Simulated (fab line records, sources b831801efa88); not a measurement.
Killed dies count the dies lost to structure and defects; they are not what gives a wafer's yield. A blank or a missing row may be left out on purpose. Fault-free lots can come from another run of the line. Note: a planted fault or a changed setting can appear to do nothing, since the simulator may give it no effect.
A struck lot beside a sound one ; flow sky130 ; 14 steps out of a route of 708
Sound: the wafers L334.1, L334.2, L334.6. The struck wafers were L344.2, L344.4, L344.5. At the end, the cause is stated.
At each step with rows: each side's tool, then ch and its chambers, then its first start. Under that, the readings that differ: sound wafers ; struck wafers ; difference of the means ; sigmas: that difference in standard deviations of wafers without a fault.
alike: readings whose means differ by less than 2 such deviations, and words and numbers that are the same on both sides. not compared: withheld readings, readings that some wafer has no value for, bounds like >300 that may hide the same value, and numbers for which the record gives no deviation and whose values overlap.
Wherever a step has rows on one side only, a row that says differs or no value, or a row with sigmas, the two part there. Numbers that have no deviation but don't overlap get no sigmas and don't part them. Lack of a reading on every wafer of one side parts them only where that side has two or more wafers.

SKY_METAL1_SPUTTER_02: material AlCu, target thk 250 nm, time 13.3 s.
  sound: pvdSputter-03 at day 34 22:09; struck: pvdSputter-03 at day 37 07:50
  alike: throttleValvePct
SKY_METAL1_SPUTTER_03: material Ti, target thk 5 nm, time 3.3 s.
  sound: pvdSputter-03 at day 34 22:10; struck: pvdSputter-03 at day 37 07:51
  alike: throttleValvePct
SKY_METAL1_SPUTTER_04: material TiN, target thk 70 nm, time 58.3 s.
  sound: pvdSputter-03 at day 34 22:11; struck: pvdSputter-03 at day 37 07:52
  alike: throttleValvePct
SKY_METAL1_RS_MEAS_05: measures by four-point-probe.
  sound: filmMetro-03 at day 34 22:14; struck: filmMetro-02 at day 37 07:56
  alike: METAL1_ALCU_RS
SKY_METAL1_THK_MEAS_06: measures by xrf.
  sound: filmMetro-03 at day 34 22:22; struck: filmMetro-02 at day 37 08:03
  alike: METAL1_ALCU_THK
then, 7 steps without rows for these wafers: SKY_METAL1_DEHYDRATE_07 (time 60 s); SKY_METAL1_HMDS_08 (prime time 60 s); SKY_METAL1_COAT_09 (resist thk 60 nm); SKY_METAL1_COAT_10 (resist thk 450 nm); SKY_METAL1_SOFTBAKE_11 (time 90 s); SKY_METAL1_EXPOSE_12 (exposes mask MM1, target cd 140 nm); SKY_METAL1_PEB_13.
SKY_METAL1_DEVELOP_14: develop time 60 s.
  struck on lithoTrack-02, day 38 09:00; sound on lithoTrack-02 ch 0, day 36 00:00
  no value came back on the struck wafers for chillPlateTempC (C), developTimeS (s), exhaustPa (Pa); on the sound wafers chillPlateTempC (C) reads 22.92 22.98 22.86
reading;sound;struck;difference;sigmas
model.KrF-thick_of_METAL1_COAT_10.thkNm (nm);436.1 436.3 434.9;451.2 451.1 449.6;+14.9;
SKY_METAL1_CD_MEAS_15 targets a cd of 140 nm.
  sound: cdSem-01 at day 36 00:47; struck: cdSem-02 at day 38 09:46
reading;sound;struck;difference;sigmas
cdNm (nm);140.2 141.6 141.2;- - -;no value on the struck wafers;

== WHERE THEY PART ==
Earliest at SKY_METAL1_DEVELOP_14; latest, in this record, at SKY_METAL1_CD_MEAS_15.

WHY: what had been put in by the simulator
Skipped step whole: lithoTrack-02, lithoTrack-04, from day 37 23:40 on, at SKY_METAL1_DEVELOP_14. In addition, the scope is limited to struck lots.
